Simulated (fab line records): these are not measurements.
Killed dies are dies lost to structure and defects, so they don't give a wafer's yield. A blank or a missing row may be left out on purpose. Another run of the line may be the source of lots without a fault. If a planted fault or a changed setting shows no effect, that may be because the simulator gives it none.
Which tool is to blame? | flow gf180mcu | 9 lots (25 wafers sampled), 1 step of a 602-step route

WHAT EACH GAUGE READ, for each wafer
GF_STI_THK_MEAS_02.
lot  | measured    | on           | STI_OXIDATION_THK (nm)
L947 | day 1 11:31 | filmMetro-01 | 10.04 9.97 10.02
L948 | day 1 19:10 | filmMetro-04 | 9.94 9.63 9.74
L949 | day 2 00:44 | filmMetro-04 | 9.74 10.01 9.86
L950 | day 2 07:20 | filmMetro-01 | 9.86 9.80 9.71
L956 | day 3 08:31 | filmMetro-01 | 10.24 10.35
L957 | day 3 13:31 | filmMetro-01 | 10.24 9.88
L960 | day 4 04:56 | filmMetro-04 | 9.90 9.78 9.83
L964 | day 5 00:49 | filmMetro-03 | 10.43 10.26 10.41
L967 | day 5 15:56 | filmMetro-04 | 9.82 9.95 9.93

EACH LOT AND THE TOOL THAT RAN IT (in order: tool; ch and the chambers of the sampled wafers; start)
Record: no process step prior to these readings.

THE ANSWER, worked out from the rows above alone
Rule: what is usual is taken from the lots themselves. Put in order of their means at a reading, lots are off if they are a third of the lots or fewer, leave a main group of 4 or more, and stand apart from it by a gap of 3 or more times the standard deviation of the main group's means; of several such gaps the widest counts. If all means in a main group match to the digits the tables above print for the reading, that group is not used. A lot without any number at a reading at which 4 lots or more have one is off too. Any other lot the step has rows for is counted as sound.
Across all readings shown, no lot is off: no conclusion can be drawn from this.

WHAT WAS PUT IN BY THE SIMULATOR
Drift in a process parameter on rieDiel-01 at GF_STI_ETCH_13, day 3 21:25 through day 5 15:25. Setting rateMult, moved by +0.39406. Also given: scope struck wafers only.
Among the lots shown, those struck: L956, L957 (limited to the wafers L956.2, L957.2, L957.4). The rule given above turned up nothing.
